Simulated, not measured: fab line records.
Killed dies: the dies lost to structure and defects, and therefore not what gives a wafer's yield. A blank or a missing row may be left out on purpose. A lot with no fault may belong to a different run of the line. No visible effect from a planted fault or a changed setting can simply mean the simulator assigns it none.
fab line records | flow sky130
record: lots: 7 wafers: 21 last-day: 49
route steps=708 shown POLY_GATE@229 LDD_N@237 PAD_OPEN@708
lots that met no fault: from a run of the same line without faults
start-h: hours from the record's first day to the start of the lot's first wafer shown | wait-h: hours from the lot's prior step to this one | " same as the row above | L1.1+2: several wafers, shown together as one row | - no value present, or no start provided | * or withheld: withheld | < > ~ a bound
route shown NAME@n: names a module that has steps shown in the file, with the first one's number in the route | usual: mean and standard deviation over wafers with no fault | same: alike in all rows | chamber/n: place in a boat | sites: readings site by site | _std_site: their standard deviation | _edge_site: the outer-site mean with the inner-site mean subtracted | radius-mm: how far each site lies from the wafer's centre | mask NAME#n: copy n | behind: the most recent tool/chamber to have shaped the wafer | hold: what put the lot on hold/how long, in hours/how the hold closed | device: transistor that didn't switch, given as n, p or np | end of line: tests of these same wafers at the route's end | for a step that has no rows: nothing shown but its recipe | killed: dies that structure and defects cost at the first sort, which is not the same as the wafer's yield | map: per-die view of a wafer (x killed, . not killed, _ where there is no die)
set.NAME: the setting as run; set.NAME@STEP: as run at that earlier step | model.NAME: the simulator's own value behind a step, which no gauge read
certain route steps with their lots: each step a table, each wafer a row
services: the hour from which a tool's chamber was out of use, counted from the record's first day as start-h (under 0 if before that day), plus the number of hours and why
== steps ==
step: SKY_POLY_GATE_ETCH_15
recipe: chemistry: N2/H2 target: BARC ion-energy-ev: 200 source-w: 500 bias-w: 100 pressure-mtorr: 30 n2-flow-sccm: 100 h2-flow-sccm: 200 stop-on: SiO2 time-s: 118.5 target-depth-a: 1100
usual: drypump-motor-current-A: 5.6/0.5 oes-product-au: 0.717/0.0046 rf-fwd-power-W: 497.2/1.5 throttle-valve-pct: 13.212/0.0083
columns lot.wafer tool chamber start-h wait-h drypump-motor-current-A oes-product-au rf-fwd-power-W rf-hours-counter-h throttle-valve-pct
L860.1 rie-diel-04 3 373.25 0.0 5.5 0.728 496.1 13 13.208
L860.2 " 0 " " 4.8 0.726 494.1 6 13.215
L860.5 " 0 " " 4.8 0.719 496.6 - 13.215
L873.4 rie-diel-03 2 486.64 0.1 6.0 0.715 495.8 - 13.206
L873.5 " 3 " " 5.7 0.714 498.1 - 13.204
L873.6 " 1 " " 6.3 0.717 496.7 - 13.218
L874.2 rie-diel-02 1 492.34 0.0 5.6 0.720 498.6 26 13.231
L874.3 " 0 " " 5.6 0.719 497.1 34 13.204
L874.5 " 1 " " 5.6 0.715 498.3 - 13.223
L875.3 rie-diel-02 0 495.70 0.0 5.5 0.716 497.8 34 13.219
L875.5 " 1 " " 5.6 0.717 499.3 - 13.203
L875.6 " 0 " " 5.6 0.710 498.2 - 13.210
L876.3 rie-diel-04 2 505.29 0.0 5.6 0.710 497.4 8 13.224
L876.4 " 3 " " 5.5 0.710 497.0 16 13.223
L876.6 " 3 " " 5.5 0.717 498.4 - 13.204
L877.4 rie-diel-04 1 516.99 0.0 5.2 0.712 499.1 65 13.212
L877.5 " 1 " " 5.2 0.715 500.5 - 13.220
L877.6 " 0 " " 4.8 0.715 499.8 - 13.212
L880.1 rie-diel-04 2 539.40 0.0 5.6 0.729 498.8 9 13.206
L880.5 " 2 " " 5.6 0.723 499.0 - 13.204
L880.6 " 3 " " 5.5 0.717 495.0 - 13.218
step: SKY_POLY_GATE_ETCH_16
recipe: stop-on: poly-Si chemistry: CH3F/O2 target: Si3N4 source-w: 400 bias-w: 80 pressure-mtorr: 25 ch3f-flow-sccm: 40 O2_flow_sccm: 30 time-s: 147.5 target-depth-a: 750
usual: drypump-motor-current-A: 5.6/0.49 oes-product-au: 0.639/0.0054 rf-fwd-power-W: 398.0/1.5 throttle-valve-pct: 10.535/0.0095
columns lot.wafer tool chamber start-h wait-h drypump-motor-current-A oes-product-au rf-fwd-power-W rf-hours-counter-h throttle-valve-pct
L860.1 rie-diel-04 3 373.34 0.0 5.5 0.635 397.6 13 10.533
L860.2 " 0 " " 4.8 0.643 399.3 6 10.554
L860.5 " 0 " " 4.8 0.644 397.4 - 10.526
L873.4 rie-diel-03 2 486.73 0.0 6.0 0.642 398.4 - 10.532
L873.5 " 3 " " 5.6 0.636 398.1 - 10.533
L873.6 " 1 " " 6.2 0.642 400.7 - 10.535
L874.2 rie-diel-02 1 492.43 0.0 5.6 0.639 399.1 26 10.537
L874.3 " 0 " " 5.6 0.636 398.2 34 10.547
L874.5 " 1 " " 5.6 0.644 398.5 - 10.543
L875.3 rie-diel-02 0 495.78 0.0 5.5 0.640 399.6 34 10.528
L875.5 " 1 " " 5.6 0.637 399.7 - 10.540
L875.6 " 0 " " 5.5 0.634 398.0 - 10.515
L876.3 rie-diel-04 2 505.38 0.0 5.6 0.634 398.5 8 10.560
L876.4 " 3 " " 5.4 0.632 398.6 16 10.527
L876.6 " 3 " " 5.5 0.636 397.7 - 10.541
L877.4 rie-diel-04 1 517.07 0.0 5.2 0.629 399.1 65 10.538
L877.5 " 1 " " 5.1 0.639 399.7 - 10.525
L877.6 " 0 " " 4.8 0.641 398.2 - 10.539
L880.1 rie-diel-04 2 539.48 0.0 5.6 0.646 398.2 9 10.535
L880.5 " 2 " " 5.6 0.636 399.8 - 10.540
L880.6 " 3 " " 5.4 0.640 396.5 - 10.525
step: SKY_POLY_GATE_ETCH_17
recipe: target-depth-nm: 180 stop-on: SiO2 over-etch-frac: 0.56667 chemistry: HBr/Cl2 target: poly-Si icp-w: 400 bias-w: 100 pressure-mtorr: 10 HBr_flow_sccm: 150 Cl2_flow_sccm: 50 time-s: 70.5
usual: drypump-motor-current-A: 5.6/0.55 mfc-cl2-sccm: 50.00/0.17 oes-product-au: 0.989/0.0065 rf-fwd-power-W: 396.8/1.4 throttle-valve-pct: 33.685/0.0097
columns lot.wafer tool chamber start-h wait-h drypump-motor-current-A mfc-cl2-sccm oes-product-au rf-fwd-power-W rf-hours-counter-h throttle-valve-pct
L860.1 rie-si-01 0 373.43 0.0 6.0 50.05 0.986 398.0 81 33.678
L860.2 " 2 " " 6.2 49.88 0.990 397.6 4 33.688
L860.5 " 1 " " 4.8 49.82 0.988 394.5 - 33.682
L873.4 rie-si-02 0 486.78 0.0 4.7 49.59 0.994 397.9 5 33.688
L873.5 " 1 " " 5.9 50.12 0.992 398.6 - 33.678
L873.6 " 0 " " 4.7 49.87 0.973 396.5 - 33.682
L874.2 rie-si-01 2 492.53 0.0 6.2 50.33 0.992 397.7 5 33.689
L874.3 " 0 " " 6.0 50.01 0.982 396.3 1 33.673
L874.5 " 0 " " 6.0 49.97 0.978 397.0 - 33.686
L875.3 rie-si-02 0 495.88 0.0 4.7 49.86 0.991 397.1 5 33.678
L875.5 " 3 " " 5.7 50.17 0.991 395.5 - 33.670
L875.6 " 2 " " 5.9 49.91 0.993 395.1 - 33.699
L876.3 rie-si-01 2 505.48 0.0 6.2 50.17 0.995 396.3 5 33.690
L876.4 " 0 " " 5.9 50.03 0.996 396.7 1 33.694
L876.6 " 3 " " 5.5 49.82 0.990 399.3 - 33.681
L877.4 rie-si-02 0 517.17 0.0 4.7 49.98 0.992 397.1 5 33.691
L877.5 " 3 " " 5.7 50.18 0.993 395.2 - 33.696
L877.6 " 0 " " 4.8 49.85 0.983 395.7 - 33.685
L880.1 rie-si-01 3 539.58 0.0 5.5 49.94 0.982 396.6 0 33.684
L880.5 " 3 " " 5.5 50.16 0.986 399.1 - 33.699
L880.6 " 2 " " 6.2 50.22 0.988 396.6 - 33.675
step: SKY_POLY_GATE_STRIP_18
recipe: chemistry: O2/N2 power-w: 1400 pressure-mtorr: 1500 platen-temp-c: withheld o2-flow-sccm: 3000 n2-flow-sccm: 300 overash-fraction: 0.5
usual: drypump-motor-current-A: 5.7/0.33 oes-product-au: 0.361/0.0045 strip-time-to-endpoint-s: 3.174/0.025
columns lot.wafer tool chamber start-h wait-h drypump-motor-current-A oes-product-au rf-hours-counter-h strip-time-to-endpoint-s
L860.1 plasma-asher-04 1 373.49 0.0 5.8 0.364 24 3.160
L860.2 " 0 " " 5.7 0.356 24 3.144
L860.5 " 0 " " 5.7 0.359 - 3.172
L873.4 plasma-asher-03 0 486.87 0.1 5.3 0.355 - 3.166
L873.5 " 1 " " 5.2 0.351 - 3.131
L873.6 " 0 " " 5.3 0.363 - 3.139
L874.2 plasma-asher-03 1 492.58 0.0 5.2 0.362 64 3.191
L874.3 " 0 " " 5.3 0.364 - 3.212
L874.5 " 0 " " 5.3 0.357 - 3.182
L875.3 plasma-asher-02 1 495.97 0.1 6.4 0.365 - 3.192
L875.5 " 0 " " 5.6 0.357 - 3.170
L875.6 " 1 " " 6.4 0.357 - 3.180
L876.3 plasma-asher-04 1 505.56 0.1 5.8 0.364 - 3.146
L876.4 " 0 " " 5.8 0.363 - 3.169
L876.6 " 1 " " 5.7 0.360 - 3.171
L877.4 plasma-asher-03 0 517.26 0.1 5.3 0.355 - 3.160
L877.5 " 0 " " 5.3 0.359 - 3.148
L877.6 " 1 " " 5.2 0.374 - 3.145
L880.1 plasma-asher-04 0 539.64 0.0 5.7 0.367 41 3.144
L880.5 " 1 " " 5.7 0.369 - 3.134
L880.6 " 0 " " 5.7 0.365 - 3.178
step: SKY_POLY_GATE_CLEAN_19
recipe: chemistry: SC1/SC2 mix: 1:4:20 temp-c: 70 time-s: 150 dry: n2-spin
step: SKY_POLY_GATE_OXIDATION_20
recipe: temp-c: 850 ambient: O2 stabilise-s: 600 purge-s: 300 target-thk-a: 40 ox-time-s: 899
step: SKY_POLY_GATE_THK_MEAS_21
recipe: reads: SiO2_of_POLY_GATE_OXIDATION_20
usual: POLY_GATE_OXIDATION_THK: 4.00/0.071
columns lot.wafer tool chamber start-h wait-h POLY_GATE_OXIDATION_THK[nm]
L860.1 film-metro-02 - 375.97 0.0 4.02
L860.2 " - " " 3.97
L860.5 " - " " 3.98
L873.4 film-metro-02 - 488.27 0.0 3.86
L873.5 " - " " 3.91
L873.6 " - " " 3.95
L874.2 film-metro-02 - 495.17 0.0 3.90
L874.3 " - " " 3.97
L874.5 " - " " 3.96
L875.3 film-metro-02 - 497.78 0.0 3.96
L875.5 " - " " 3.92
L875.6 " - " " 3.97
L876.3 film-metro-02 - 506.96 0.0 3.92
L876.4 " - " " 3.97
L876.6 " - " " 3.89
L877.4 film-metro-01 - 518.65 0.0 4.01
L877.5 " - " " 4.11
L877.6 " - " " 4.02
L880.1 film-metro-01 - 541.04 0.0 4.05
L880.5 " - " " 4.14
L880.6 " - " " 4.08
step: SKY_POLY_GATE_CD_MEAS_22
usual: cd-nm: 149.8/1.6
columns lot.wafer tool chamber start-h wait-h cd-nm
L860.1 cd-sem-01 - 376.03 0.1 152.6
L860.2 " - " " 149.5
L860.5 " - " " 149.1
L873.4 cd-sem-01 - 488.38 0.1 150.6
L873.5 " - " " 148.6
L873.6 " - " " 150.7
L874.2 cd-sem-02 - 495.25 0.1 150.1
L874.3 " - " " 150.0
L874.5 " - " " 148.5
L875.3 cd-sem-01 - 497.87 0.1 150.0
L875.5 " - " " 151.1
L875.6 " - " " 148.7
L876.3 cd-sem-01 - 507.19 0.2 148.8
L876.4 " - " " 150.6
L876.6 " - " " 150.7
L877.4 cd-sem-02 - 518.77 0.1 149.7
L877.5 " - " " 150.0
L877.6 " - " " 148.2
L880.1 cd-sem-02 - 541.10 0.1 150.4
L880.5 " - " " 150.2
L880.6 " - " " 150.3
step: SKY_LDD_N_DEHYDRATE_00
recipe: temp-c: 200 time-s: 60
step: SKY_LDD_N_HMDS_01
recipe: prime-time-s: 60 prime-temp-c: 120
step: SKY_LDD_N_COAT_02
recipe: resist: NOVOLAK spin-rpm: 3000 resist-thk-nm: 300
step: SKY_LDD_N_SOFTBAKE_03
recipe: temp-c: 90 time-s: 60 resist: NOVOLAK
step: SKY_LDD_N_EXPOSE_04
recipe: mask-id: NTM target-cd-nm: 840 na: 0.6 source-shape: conventional sigma-outer: 0.6 dose-mj: 110
usual: exposure-dose-mJ-cm2: 110.02/0.11
columns lot.wafer tool chamber start-h wait-h mask exposure-dose-mJ-cm2 model.LDD_N.overlay-x-nm
L860.1 iline-stepper-01 0 390.47 - NTM#0 109.96 -2.58
L860.2 " 0 " " NTM#0 110.25 -2.58
L860.5 " 0 " " NTM#0 109.95 -2.58
L873.4 iline-stepper-02 0 504.25 - NTM#0 110.16 -0.0348
L873.5 " 0 " " NTM#0 110.21 -0.0348
L873.6 " 0 " " NTM#0 110.03 -0.0348
L874.2 iline-stepper-01 0 510.38 - NTM#0 109.91 0.3861
L874.3 " 0 " " NTM#0 110.18 0.3861
L874.5 " 0 " " NTM#0 109.92 0.3861
L875.3 iline-stepper-01 0 513.53 - NTM#0 110.04 0.2439
L875.5 " 0 " " NTM#0 110.01 0.2439
L875.6 " 0 " " NTM#0 110.01 0.2439
L876.3 iline-stepper-01 0 522.39 - NTM#0 110.08 -70.89
L876.4 " 0 " " NTM#0 110.03 -70.89
L876.6 " 0 " " NTM#0 109.89 -70.89
L877.4 iline-stepper-01 0 534.80 - NTM#0 109.93 -69.42
L877.5 " 0 " " NTM#0 110.07 -69.42
L877.6 " 0 " " NTM#0 110.04 -69.42
L880.1 iline-stepper-01 0 557.42 - NTM#0 110.12 -68.78
L880.5 " 0 " " NTM#0 110.19 -68.78
L880.6 " 0 " " NTM#0 109.90 -68.78
step: SKY_LDD_N_PEB_05
recipe: temp-c: withheld time-s: * resist: NOVOLAK
step: SKY_LDD_N_DEVELOP_06
recipe: develop-time-s: 60 dev-temp-c: 23
step: SKY_LDD_N_OVL_MEAS_07
usual: LDD_N_OVL: -0.6/1.3
columns lot.wafer tool chamber start-h wait-h LDD_N_OVL[nm]
L860.1 overlay-02 - 404.65 0.1 -2.2
L860.2 " - " " -1.8
L860.5 " - " " -1.8
L873.4 overlay-01 - 519.46 0.1 -0.1
L873.5 " - " " -0.5
L873.6 " - " " 0.4
L874.2 overlay-01 - 525.95 0.1 -1.3
L874.3 " - " " -1.1
L874.5 " - " " -2.2
L875.3 overlay-02 - 529.00 0.1 -0.5
L875.5 " - " " 0.3
L875.6 " - " " -0.4
L876.3 overlay-01 - 538.00 0.1 -71.6
L876.4 " - " " -71.4
L876.6 " - " " -73.9
L877.4 overlay-02 - 549.86 0.1 -72.6
L877.5 " - " " -71.0
L877.6 " - " " -70.9
L880.1 overlay-01 - 572.10 0.1 -69.9
L880.5 " - " " -69.3
L880.6 " - " " -69.4
step: SKY_LDD_N_IMPLANT_08
recipe: species: As energy-kev: 20 dose-cm2: 7.5e+13 tilt-deg: withheld rotation-deg: 23
step: SKY_PAD_OPEN_PROBE_99
usual: killed_at_M0_to_M3: 43/8 killed_at_M4_up: 2.9/1.6 killed-at-contacts: 26/5.2 killed-at-front-end: 15/4.3 killed-at-other: 0.3/0.56 killed-dies: 87/10 killed-open: 48/6.9 killed-short: 40/6.5
same: gross-dies: 492 killed-at-back-side: 0
columns lot.wafer tool chamber start-h wait-h killed_at_M0_to_M3 killed_at_M4_up killed-at-contacts killed-at-front-end killed-at-other killed-dies killed-open killed-short
L860.1 prober-02 - 1080.05 0.1 50 4 27 18 1 100 55 45
L860.2 prober-02 - 1080.10 0.1 41 3 23 18 0 85 50 35
L860.5 prober-02 - 1080.25 0.2 40 2 28 9 0 79 50 29
L874.2 prober-02 - 1154.94 0.3 37 1 21 11 1 71 42 29
L874.3 prober-02 - 1154.99 0.3 44 2 26 14 0 86 52 34
L874.5 prober-02 - 1155.09 0.4 30 4 21 8 0 63 36 27
L880.1 prober-01 - 1182.68 0.1 44 3 20 24 0 91 49 42
L880.5 prober-01 - 1182.88 0.2 54 7 23 10 0 94 50 44
L880.6 prober-01 - 1182.93 0.2 37 2 18 17 0 74 37 37
killed by level:class
L860.1 LI_CONTACT:geometric-particle:open=10 VIA2:geometric-particle:open=9 FIELD_ISO:geometric-particle:open=8 CONTACT:geometric-particle:open=7 VIA1:geometric-particle:open=7 METAL3:geometric-particle:short=7 CONTACT:geometric-particle:short=6 METAL1:geometric-particle:short=6
L860.2 VIA1:geometric-particle:open=16 CONTACT:geometric-particle:open=11 VIA3:geometric-particle:open=9 FIELD_ISO:geometric-particle:short=6 FIELD_ISO:geometric-particle:open=5 CONTACT:geometric-particle:short=5 LOCAL_INTERCONNECT:geometric-particle:short=5 POLY_GATE:geometric-particle:short=3
L860.5 VIA1:geometric-particle:open=13 LI_CONTACT:geometric-particle:open=10 CONTACT:geometric-particle:open=6 LOCAL_INTERCONNECT:geometric-particle:short=4 CONTACT:geometric-particle:short=4 METAL1:geometric-particle:short=4 METAL2:geometric-particle:short=4 VIA2:geometric-particle:open=4
L874.2 LI_CONTACT:geometric-particle:open=10 VIA1:geometric-particle:open=10 CONTACT:geometric-particle:short=5 FIELD_ISO:geometric-particle:short=4 FIELD_ISO:geometric-particle:open=4 VIA1:geometric-particle:short=4 CONTACT:geometric-particle:open=4 VIA2:geometric-particle:open=4
L874.3 VIA2:geometric-particle:open=11 VIA3:geometric-particle:open=9 LI_CONTACT:geometric-particle:open=8 VIA3:geometric-particle:short=6 LOCAL_INTERCONNECT:geometric-particle:short=5 CONTACT:geometric-particle:open=5 FIELD_ISO:geometric-particle:open=4 POLY_GATE:geometric-particle:open=4
L874.5 CONTACT:geometric-particle:open=7 LOCAL_INTERCONNECT:geometric-particle:short=6 METAL1:geometric-particle:short=5 LI_CONTACT:geometric-particle:open=5 VIA1:geometric-particle:open=5 VIA1:geometric-particle:short=4 VIA3:geometric-particle:open=4 VIA2:geometric-particle:open=4
L880.1 POLY_GATE:geometric-particle:short=10 VIA1:geometric-particle:open=9 VIA1:geometric-particle:short=8 CONTACT:geometric-particle:open=7 VIA2:geometric-particle:open=7 FIELD_ISO:geometric-particle:open=6 LI_CONTACT:geometric-particle:open=5 VIA3:geometric-particle:open=5
L880.5 VIA1:geometric-particle:open=15 CONTACT:geometric-particle:open=13 VIA2:geometric-particle:open=9 METAL2:geometric-particle:short=7 CONTACT:geometric-particle:short=6 VIA3:geometric-particle:open=6 METAL4:geometric-particle:short=5 VIA1:geometric-particle:short=5
L880.6 VIA1:geometric-particle:open=12 CONTACT:geometric-particle:open=7 METAL1:geometric-particle:short=7 FIELD_ISO:geometric-particle:short=6 FIELD_ISO:geometric-particle:open=5 POLY_GATE:geometric-particle:short=4 LOCAL_INTERCONNECT:geometric-particle:short=4 VIA2:geometric-particle:open=4
== services ==
columns tool chamber start-h hours kind
rie-diel-02 2 350.93 2.0 repair
plasma-asher-03 - 353.51 3.6 repair
plasma-asher-03 - 361.39 14.6 pm
rie-diel-04 3 364.72 3.2 repair
rie-diel-04 1 370.24 3.4 repair
rie-si-02 2 375.87 20.5 repair
rie-si-01 3 383.36 4.7 repair
rie-si-01 - 387.25 0.5 repair
rie-si-02 3 400.78 8.8 repair
rie-diel-02 0 404.60 12.5 repair
rie-diel-02 3 405.23 4.7 repair
rie-diel-04 - 419.37 0.4 repair
iline-stepper-01 - 432.59 12.4 repair
rie-si-01 0 433.29 3.4 repair
rie-diel-02 2 433.69 13.8 repair
rie-diel-02 0 434.67 14.4 repair
rie-diel-02 3 447.02 7.5 repair
rie-diel-02 3 459.32 4.9 repair
iline-stepper-01 - 483.96 9.6 repair
rie-diel-02 3 494.03 24.1 repair
rie-diel-04 0 538.27 6.8 repair
rie-si-01 1 540.55 6.8 repair
rie-diel-02 1 552.40 5.3 repair
rie-diel-02 - 554.03 0.5 repair
== key ==
first-sign: step: SKY_LDD_N_OVL_MEAS_07 reading: LDD_N_OVL direction: down sigmas: 55 usual: -0.6 struck: -71.1
effect none on later readings
model-effect: step: SKY_LDD_N_EXPOSE_04 value: LDD_N.overlay-x-nm without: 1.54 struck: -69.7
met-at SKY_LDD_N_EXPOSE_04
struck-wafers L876.3,L876.4,L876.6,L877.4,L877.5,L877.6,L880.1,L880.5,L880.6
tester-left-out L876,L877,L880
onset-between 513.53 522.39
also-fits time
fault: kind: scanner-matching-overlay tool: iline-stepper-01 chamber: - onset-h: 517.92 steps: SKY_LDD_N_EXPOSE_04 offset: -71.235
tester-left-out: of these lots the tester's yield and bins aren't shown, on N5 and GAA mostly nor the transistor test; their killed dies are dies lost to structure and defects alone, not to doping, threshold or leakage, so they don't give the yield
